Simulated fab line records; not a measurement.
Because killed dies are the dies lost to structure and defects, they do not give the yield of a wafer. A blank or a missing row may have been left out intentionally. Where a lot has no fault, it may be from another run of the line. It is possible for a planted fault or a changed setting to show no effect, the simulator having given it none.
Which tool is to blame? || flow sky130 || 6 lots with 18 wafers sampled at 4 steps, on a route of 708 steps

== WHAT THE GAUGES READ, wafer by wafer ==
SKY_METAL5_RS_MEAS_05: uses a four-point probe to measure.
{"lot": "L614", "measured": "day 43 00:22", "on": "film-metro-02", "METAL5_ALCU_RS (ohm/sq)": "0.0274 0.0273 0.0272"}
{"lot": "L616", "measured": "day 43 18:16", "on": "film-metro-02", "METAL5_ALCU_RS (ohm/sq)": "0.0269 0.0270 0.0267"}
{"lot": "L624", "measured": "day 46 01:44", "on": "film-metro-01", "METAL5_ALCU_RS (ohm/sq)": "0.0273 0.0274 0.0274"}
{"lot": "L629", "measured": "day 47 03:41", "on": "film-metro-03", "METAL5_ALCU_RS (ohm/sq)": "0.0269 0.0264 0.0268"}
{"lot": "L633", "measured": "day 48 00:49", "on": "film-metro-03", "METAL5_ALCU_RS (ohm/sq)": "0.0264 0.0267 0.0265"}
{"lot": "L636", "measured": "day 48 17:29", "on": "film-metro-01", "METAL5_ALCU_RS (ohm/sq)": "0.0266 0.0265 0.0264"}

== EACH LOT AND THE TOOL THAT RAN IT (in order: tool; ch and the chambers of the sampled wafers; start) ==
{"lot": "L614", "SKY_METAL4_METAL_ETCH_18": "rie-metal-01 ch 1, day 41 22:12", "SKY_VIA4_ETCH_12": "rie-diel-04 ch 1,2,3, day 42 22:49", "SKY_METAL5_SPUTTER_00": "pvd-sputter-02, day 43 00:12"}
{"lot": "L616", "SKY_METAL4_METAL_ETCH_18": "rie-metal-02 ch 0, day 42 15:59", "SKY_VIA4_ETCH_12": "rie-diel-04 ch 1,2,3, day 43 16:44", "SKY_METAL5_SPUTTER_00": "pvd-sputter-04, day 43 18:06"}
{"lot": "L624", "SKY_METAL4_METAL_ETCH_18": "rie-metal-04 ch 0,1, day 45 01:49", "SKY_VIA4_ETCH_12": "rie-diel-03 ch 2,3, day 46 00:13", "SKY_METAL5_SPUTTER_00": "pvd-sputter-02, day 46 01:34"}
{"lot": "L629", "SKY_METAL4_METAL_ETCH_18": "rie-metal-01 ch 0,1, day 46 04:00", "SKY_VIA4_ETCH_12": "rie-diel-02 ch 0,1,3, day 47 01:53", "SKY_METAL5_SPUTTER_00": "pvd-sputter-04, day 47 03:32"}
{"lot": "L633", "SKY_METAL4_METAL_ETCH_18": "rie-metal-01 ch 0,1, day 47 01:33", "SKY_VIA4_ETCH_12": "rie-diel-04 ch 2,3, day 47 23:17", "SKY_METAL5_SPUTTER_00": "pvd-sputter-04, day 48 00:39"}
{"lot": "L636", "SKY_METAL4_METAL_ETCH_18": "rie-metal-02 ch 0,1, day 47 19:11", "SKY_VIA4_ETCH_12": "rie-diel-04 ch 0,1,3, day 48 15:44", "SKY_METAL5_SPUTTER_00": "pvd-sputter-04, day 48 17:18"}
- SKY_METAL4_METAL_ETCH_18: etches the open film in Cl2/BCl3, stops on SiO2, target depth 845 nm, time 183.1 s.
- SKY_VIA4_ETCH_12: etches SiO2 in C4F8/O2/Ar, stops on TiN, target depth 580 nm.
- SKY_METAL5_SPUTTER_00: material Ti, target thk 15 nm, time 10 s.

== THE ANSWER, worked out from the rows above alone ==
Rule: the lots themselves supply what counts as usual. The widest of any qualifying gaps counts: lots, ordered by their means at a reading, are off when they make up no more than a third of the lots, leave a main group of 4 or more, and stand apart from it by 3 or more times the standard deviation of that group's means. If all means in a main group match to the digits the tables above print for the reading, that group is not used. A lot without any number at a reading at which 4 lots or more have one is off too. All remaining lots with rows at the step are treated as sound.
No lot is off on any of the readings shown, so nothing can be concluded from this.

== WHAT THE SIMULATOR HAD INSERTED ==
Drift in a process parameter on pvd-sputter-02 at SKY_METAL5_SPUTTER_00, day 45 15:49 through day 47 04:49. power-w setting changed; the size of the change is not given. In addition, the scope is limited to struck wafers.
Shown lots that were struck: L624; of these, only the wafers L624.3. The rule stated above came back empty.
